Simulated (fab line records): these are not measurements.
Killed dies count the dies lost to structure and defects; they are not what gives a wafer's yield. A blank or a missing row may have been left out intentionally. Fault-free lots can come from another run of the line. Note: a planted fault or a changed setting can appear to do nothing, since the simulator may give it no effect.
fab line records	flow sky130
record: lots: 14	wafers: 42	lastDay: 50
route steps=708 shown LOCAL_INTERCONNECT@400 CONTACT@411 METAL1@447
lots that met no fault: taken from a fault-free run of the same line
startH: the number of hours between the record's first day and the start of the first shown wafer of the lot	waitH: hours from the lot's prior step to this one	" unchanged from the row above	L1.1+2: one row covering several wafers at once	- value missing, or start not given	* or withheld: withheld	< > ~ a bound
route shown NAME@n: a module of which the file shows steps, and the number in the route of the first	usual: mean/standard deviation taken from wafers without a fault	same: alike in all rows	chamber/n: place in a boat	sites: the reading at each site	_std_site: their standard deviation	_edge_site: inner sites' mean taken away from outer sites' mean	radiusMm: how far each site lies from the wafer's centre	mask NAME#n: copy n	behind: the last tool/chamber to shape the wafer	hold: why the lot was held/for how many hours/how that ended	device: the transistor (n, p or np) that didn't switch	end of line: tests of these same wafers at the route's end	a step with no rows: only its recipe	killed: not the wafer's yield, but the dies lost to structure and defects at the first sort	map: a wafer's dies, marking killed ones x, the rest . and places with no die _
set.NAME: the setting as run; set.NAME@STEP: as run at that earlier step	model.NAME: the simulator's own value behind a step, which no gauge read
route steps across a sampled set of lots; one table per step, one row per wafer
services: a tool's chamber out of use, with start hour (startH, from the record's first day; less than 0 if before it), hours out, and reason
== steps ==
step: SKY_LOCAL_INTERCONNECT_ETCH_13
recipe: chemistry: N2/H2	target: BARC	ionEnergyEv: 200	biasW: 100	pressureMtorr: 30	n2FlowSccm: 100	h2FlowSccm: 200	icpW: 500	stopOn: SiO2	timeS: 45.9	targetDepthA: 600
usual: chamberPressureMTorr: 29.996/0.026	drypumpMotorCurrentA: 5.4/0.52	h2FlowSccm: 200.0/0.56	n2FlowSccm: 100.00/0.29	oesProductAu: 0.855/0.0047	rfFwdPowerW: 495.2/2.3	throttleValvePct: 13.225/0.0085
lot.wafer	tool	chamber	startH	waitH	chamberPressureMTorr	drypumpMotorCurrentA	h2FlowSccm	n2FlowSccm	oesProductAu	rfFwdPowerW	rfHoursCounterH	throttleValvePct
L999.1	rieMetal-03	0	704.01	0.0	30.012	5.3	199.1	99.91	0.851	494.6	8	13.229
L999.2	"	0	"	"	29.985	5.3	200.3	99.70	0.850	494.2	-	13.227
L999.3	"	0	"	"	29.998	5.3	199.8	99.41	0.850	496.8	-	13.224
L100.1	rieMetal-01	0	724.82	0.0	29.993	5.2	199.7	100.10	0.857	498.0	3	13.231
L100.2	"	1	"	"	29.973	5.4	199.0	100.21	0.849	493.5	15	13.228
L100.5	"	1	"	"	29.985	5.4	200.0	100.09	0.850	494.8	-	13.213
L101.2	rieMetal-01	1	731.46	0.0	30.007	5.4	199.4	99.61	0.840	492.8	15	13.219
L101.4	"	0	"	"	29.989	5.2	201.0	100.46	0.855	495.3	-	13.221
L101.5	"	0	"	"	29.982	5.2	200.3	100.40	0.856	496.0	-	13.228
L108.3	rieMetal-02	0	787.47	0.1	29.961	5.0	200.0	100.18	0.861	496.0	-	13.228
L108.4	"	0	"	"	29.960	5.0	199.3	99.81	0.848	494.7	-	13.237
L108.5	"	0	"	"	30.008	5.1	199.8	99.88	0.863	495.9	-	13.236
L110.2	rieMetal-02	1	798.56	0.0	29.996	6.5	200.9	100.03	0.861	495.9	13	13.239
L110.5	"	1	"	"	29.995	6.5	199.9	100.27	0.853	494.9	-	13.216
L110.6	"	0	"	"	29.959	5.0	200.3	100.23	0.863	493.9	-	13.221
L111.2	rieMetal-01	1	807.36	0.0	30.018	5.4	201.5	99.67	0.852	493.7	1	13.232
L111.3	"	0	"	"	29.992	5.2	198.9	100.23	0.859	496.0	-	13.245
L111.5	"	1	"	"	29.991	5.4	201.2	99.71	0.848	494.2	-	13.224
L112.4	rieMetal-02	0	813.64	0.0	30.020	5.0	199.6	99.68	0.852	494.8	-	13.229
L112.5	"	1	"	"	29.996	6.5	200.6	99.75	0.861	496.9	-	13.235
L112.6	"	0	"	"	30.012	5.0	199.9	100.09	0.859	494.5	-	13.221
L113.1	rieMetal-03	0	822.62	0.0	29.982	5.2	199.9	99.55	0.853	498.9	14	13.225
L113.4	"	0	"	"	30.021	5.2	199.4	99.71	0.855	499.5	-	13.238
L113.6	"	0	"	"	30.009	5.2	199.9	99.76	0.869	498.7	-	13.241
L114.3	rieMetal-01	0	829.43	0.0	29.956	5.2	199.6	99.51	0.853	498.1	-	13.215
L114.4	"	1	"	"	30.004	5.4	199.9	100.45	0.845	493.1	-	13.227
L114.5	"	1	"	"	30.026	5.4	199.7	99.81	0.852	492.6	-	13.221
L116.2	rieMetal-01	0	844.51	0.0	30.003	5.2	200.2	100.05	0.857	496.3	7	13.223
L116.4	"	1	"	"	29.947	5.4	199.0	99.79	0.855	493.3	-	13.231
L116.6	"	0	"	"	29.998	5.2	199.0	100.14	0.848	497.1	-	13.227
L117.1	rieMetal-01	1	857.92	0.0	30.039	5.4	200.0	99.88	0.849	492.4	3	13.206
L117.2	"	0	"	"	29.990	5.2	201.0	99.51	0.855	498.3	8	13.220
L117.6	"	1	"	"	29.987	5.4	199.9	99.81	0.856	492.4	-	13.223
L118.1	rieMetal-01	0	861.66	0.0	29.963	5.2	200.3	100.44	0.851	498.1	8	13.233
L118.3	"	1	"	"	30.018	5.4	201.0	100.44	0.860	492.0	-	13.221
L118.6	"	1	"	"	30.005	5.4	200.0	99.98	0.852	492.8	-	13.224
L119.1	rieMetal-02	0	865.81	0.0	29.972	5.0	200.1	99.86	0.860	495.2	5	13.222
L119.3	"	0	"	"	29.998	5.0	200.6	99.84	0.855	495.2	-	13.224
L119.6	"	0	"	"	30.014	5.0	200.6	100.57	0.856	494.5	-	13.226
L121.1	rieMetal-02	0	881.53	0.0	29.984	5.0	199.8	100.21	0.858	496.5	6	13.236
L121.3	"	1	"	"	30.047	6.5	199.6	100.39	0.859	493.7	-	13.222
L121.4	"	0	"	"	29.968	5.0	199.9	99.52	0.860	496.9	-	13.210
step: SKY_CONTACT_BOW_MEAS_05
recipe: mode: bow
usual: CONTACT_BOW: 82/7.3
lot.wafer	tool	chamber	startH	waitH	CONTACT_BOW[um]
L999.1	filmMetro-02	-	705.35	0.1	76
L999.2	"	-	"	"	77
L999.3	"	-	"	"	75
L100.1	filmMetro-04	-	726.05	0.1	75
L100.2	"	-	"	"	82
L100.5	"	-	"	"	84
L101.2	filmMetro-01	-	732.72	0.2	86
L101.4	"	-	"	"	89
L101.5	"	-	"	"	82
L108.3	filmMetro-04	-	789.14	0.2	87
L108.4	"	-	"	"	82
L108.5	"	-	"	"	84
L110.2	filmMetro-02	-	799.81	0.3	96
L110.5	"	-	"	"	94
L110.6	"	-	"	"	80
L111.2	filmMetro-02	-	808.77	0.3	89
L111.3	"	-	"	"	82
L111.5	"	-	"	"	89
L112.4	filmMetro-04	-	814.93	0.3	67
L112.5	"	-	"	"	77
L112.6	"	-	"	"	69
L113.1	filmMetro-01	-	823.86	0.2	69
L113.4	"	-	"	"	90
L113.6	"	-	"	"	82
L114.3	filmMetro-01	-	830.72	0.2	94
L114.4	"	-	"	"	79
L114.5	"	-	"	"	76
L116.2	filmMetro-01	-	845.83	0.2	87
L116.4	"	-	"	"	83
L116.6	"	-	"	"	71
L117.1	filmMetro-04	-	859.15	0.1	85
L117.2	"	-	"	"	81
L117.6	"	-	"	"	76
L118.1	filmMetro-04	-	862.89	0.2	87
L118.3	"	-	"	"	81
L118.6	"	-	"	"	87
L119.1	filmMetro-04	-	867.04	0.1	74
L119.3	"	-	"	"	77
L119.6	"	-	"	"	67
L121.1	filmMetro-02	-	882.76	0.1	85
L121.3	"	-	"	"	84
L121.4	"	-	"	"	96
step: SKY_METAL1_PEB_13
recipe: pebTempC: withheld	pebTimeS: withheld	resist: KrF-thick
usual: chillPlateTempC: *	exhaustPa: 44.9/0.89
lot.wafer	tool	chamber	startH	waitH	chillPlateTempC	exhaustPa
L999.1	lithoTrack-03	0	762	-	*	44.7
L999.2	"	0	"	"	*	43.2
L999.3	"	0	"	"	*	44.7
L100.1	lithoTrack-03	0	782	-	*	45.4
L100.2	"	0	"	"	*	44.3
L100.5	"	0	"	"	*	45.1
L101.2	lithoTrack-04	0	788	-	*	45.0
L101.4	"	0	"	"	*	45.2
L101.5	"	0	"	"	*	45.5
L108.3	lithoTrack-03	-	844	-	-	-
L108.4	"	-	"	"	-	-
L108.5	"	-	"	"	-	-
L110.2	lithoTrack-04	-	855	-	-	-
L110.5	"	-	"	"	-	-
L110.6	"	-	"	"	-	-
L111.2	lithoTrack-01	0	863	-	*	45.6
L111.3	"	0	"	"	*	45.9
L111.5	"	0	"	"	*	46.0
L112.4	lithoTrack-03	0	870	-	*	44.1
L112.5	"	0	"	"	*	43.4
L112.6	"	0	"	"	*	45.0
L113.1	lithoTrack-03	0	878	-	*	46.5
L113.4	"	0	"	"	*	45.7
L113.6	"	0	"	"	*	45.1
L114.3	lithoTrack-01	0	884	-	*	44.8
L114.4	"	0	"	"	*	46.4
L114.5	"	0	"	"	*	46.0
L116.2	lithoTrack-04	0	899	-	*	44.9
L116.4	"	0	"	"	*	45.3
L116.6	"	0	"	"	*	45.5
L117.1	lithoTrack-01	0	911	-	*	43.2
L117.2	"	0	"	"	*	42.7
L117.6	"	0	"	"	*	44.5
L118.1	lithoTrack-04	0	914	-	*	46.0
L118.3	"	0	915	-	*	45.3
L118.6	"	0	"	"	*	46.0
L119.1	lithoTrack-04	0	919	-	*	45.4
L119.3	"	0	"	"	*	46.5
L119.6	"	0	"	"	*	46.4
L121.1	lithoTrack-03	0	934	-	*	45.7
L121.3	"	0	"	"	*	46.1
L121.4	"	0	"	"	*	44.9
step: SKY_METAL1_ETCH_18
recipe: chemistry: N2/H2	target: BARC	ionEnergyEv: 200	biasW: 100	pressureMtorr: 30	n2FlowSccm: 100	h2FlowSccm: 200	icpW: 500	stopOn: SiO2	timeS: 45.9	targetDepthA: 600
usual: chamberPressureMTorr: 29.998/0.024	drypumpMotorCurrentA: 5.3/0.46	h2FlowSccm: 200.0/0.51	n2FlowSccm: 99.92/0.29	oesProductAu: 0.854/0.0046	rfFwdPowerW: 494.9/2.4	throttleValvePct: 13.225/0.0082
lot.wafer	tool	chamber	startH	waitH	chamberPressureMTorr	drypumpMotorCurrentA	h2FlowSccm	n2FlowSccm	oesProductAu	rfFwdPowerW	rfHoursCounterH	throttleValvePct
L999.1	rieMetal-04	1	763.11	0.0	29.996	5.1	200.2	99.54	0.853	497.8	1	13.224
L999.2	"	0	"	"	29.958	6.3	200.5	99.61	0.856	492.5	6	13.209
L999.3	"	0	"	"	29.967	6.3	200.3	99.65	0.852	494.1	-	13.217
L100.1	rieMetal-01	1	783.21	0.0	29.981	5.4	199.8	99.35	0.855	494.1	0	13.214
L100.2	"	0	"	"	30.053	5.2	199.8	99.91	0.852	498.8	5	13.228
L100.5	"	1	"	"	29.985	5.4	200.5	99.81	0.852	492.4	-	13.226
L101.2	rieMetal-01	1	788.89	0.0	30.015	5.4	199.7	99.71	0.852	492.5	1	13.230
L101.4	"	0	"	"	30.006	5.2	200.5	100.27	0.851	497.3	-	13.233
L101.5	"	0	"	"	29.969	5.2	200.3	100.20	0.853	497.9	-	13.226
L108.3	rieMetal-03	1	844.88	0.0	29.985	4.7	199.8	100.03	0.844	495.1	-	13.222
L108.4	"	0	"	"	30.021	5.2	200.0	99.33	0.854	497.5	-	13.216
L108.5	"	0	"	"	30.006	5.2	199.8	99.66	0.853	495.3	-	13.227
L110.2	rieMetal-04	1	855.89	0.0	30.005	5.1	199.8	99.56	0.850	496.3	6	13.213
L110.5	"	1	"	"	29.997	5.1	199.6	99.84	0.855	498.3	-	13.233
L110.6	"	0	"	"	30.024	6.3	200.0	100.33	0.857	491.6	-	13.220
L111.2	rieMetal-01	0	863.95	0.0	30.020	5.2	200.6	99.43	0.852	496.8	8	13.210
L111.3	"	0	"	"	30.004	5.2	199.5	100.20	0.840	497.2	-	13.214
L111.5	"	1	"	"	29.999	5.4	199.7	99.34	0.855	494.4	-	13.215
L112.4	rieMetal-03	0	870.48	0.0	29.979	5.2	199.6	99.99	0.855	495.7	-	13.224
L112.5	"	0	"	"	30.007	5.2	200.4	100.10	0.851	498.0	-	13.238
L112.6	"	1	"	"	30.035	4.7	200.1	99.95	0.845	494.6	-	13.220
L113.1	rieMetal-03	0	878.56	0.0	30.002	5.3	199.2	99.93	0.859	494.9	16	13.232
L113.4	"	1	"	"	30.031	4.7	199.4	99.57	0.854	492.7	-	13.235
L113.6	"	0	"	"	30.009	5.2	199.2	100.11	0.850	494.5	-	13.233
L114.3	rieMetal-04	0	885.37	0.0	29.994	6.2	199.7	100.07	0.854	493.0	-	13.236
L114.4	"	1	"	"	30.004	5.1	199.9	99.52	0.849	495.3	-	13.219
L114.5	"	1	"	"	30.000	5.1	199.1	100.34	0.857	496.6	-	13.226
L116.2	rieMetal-01	0	900.14	0.1	29.980	5.2	200.3	100.15	0.854	494.6	-	13.234
L116.4	"	0	"	"	30.024	5.2	200.8	100.48	0.848	496.6	-	13.236
L116.6	"	0	"	"	30.013	5.2	200.6	100.04	0.851	496.5	-	13.214
L117.1	rieMetal-03	0	911.75	0.0	30.014	5.3	200.6	99.77	0.860	496.7	18	13.224
L117.2	"	1	"	"	29.988	4.7	201.6	99.63	0.853	494.2	7	13.226
L117.6	"	1	"	"	30.009	4.7	200.4	99.89	0.856	496.3	-	13.215
L118.1	rieMetal-04	1	915.54	0.0	29.989	5.1	199.4	99.77	0.853	499.0	8	13.233
L118.3	"	1	"	"	30.020	5.1	199.5	99.59	0.863	495.1	-	13.235
L118.6	"	1	"	"	30.022	5.1	199.6	99.39	0.853	498.7	-	13.227
L119.1	rieMetal-03	0	920.09	0.0	29.990	5.3	199.4	99.59	0.859	496.7	18	13.206
L119.3	"	0	"	"	30.020	5.2	199.8	100.04	0.855	497.5	-	13.234
L119.6	"	0	"	"	29.974	5.3	199.5	100.00	0.857	498.6	-	13.222
L121.1	rieMetal-04	1	935.31	0.0	29.953	5.1	199.2	99.57	0.849	495.7	9	13.226
L121.3	"	1	"	"	30.012	5.1	199.7	99.95	0.853	496.6	-	13.209
L121.4	"	0	"	"	29.972	6.3	199.1	100.38	0.850	495.5	-	13.230
== services ==
tool	chamber	startH	hours	kind
rieMetal-03	0	683.80	3.8	repair
rieMetal-02	0	692.95	-	clean
rieMetal-02	0	692.95	27.0	scheduledDown
rieMetal-02	0	692.95	27.0	ventCycle
rieMetal-03	1	698.94	-	clean
rieMetal-03	1	698.94	25.9	scheduledDown
rieMetal-03	1	698.94	25.9	ventCycle
rieMetal-04	1	702.29	-	clean
rieMetal-04	1	702.29	16.2	scheduledDown
rieMetal-04	1	702.29	16.2	ventCycle
rieMetal-03	1	745.79	21.2	repair
rieMetal-01	0	751.15	3.6	repair
rieMetal-01	1	754.74	-	clean
rieMetal-01	1	754.74	18.4	scheduledDown
rieMetal-01	1	754.74	18.4	ventCycle
rieMetal-03	-	773.86	1.3	repair
rieMetal-04	-	782.70	0.9	repair
rieMetal-02	1	787.09	11.1	repair
rieMetal-04	0	840.16	5.6	repair
rieMetal-01	1	886.97	13.6	repair
rieMetal-03	0	921.73	4.9	repair
rieMetal-03	0	927.25	2.4	repair
rieMetal-02	1	927.32	-	clean
rieMetal-04	-	929.45	5.5	repair
== key ==
firstSign: step: SKY_METAL1_PEB_13	reading: toolRecord	direction: missing
effect none on later readings
metAt SKY_METAL1_PEB_13
struckLots L108,L110
laterRowsLeftOut L108.3,L108.4,L108.5,L110.2,L110.5,L110.6
sortLeftOut L108.3,L108.4,L108.5,L110.2,L110.5,L110.6
notActingAt SKY_LOCAL_INTERCONNECT_ETCH_13,SKY_CONTACT_BOW_MEAS_05,SKY_METAL1_ETCH_18
onsetBetween 788 844
fault: kind: skippedStepWhole	tool: lithoTrack-03,lithoTrack-04	chamber: -	onsetH: 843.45	steps: SKY_METAL1_PEB_13	scope: struckLotsOnly
sortLeftOut: the simulated sort isn't trusted on such a fault, so these wafers' sort isn't shown, and their yield isn't known
laterRowsLeftOut: the simulator's readings of these wafers behind a module that went badly wrong aren't trusted and aren't shown, but for the sort
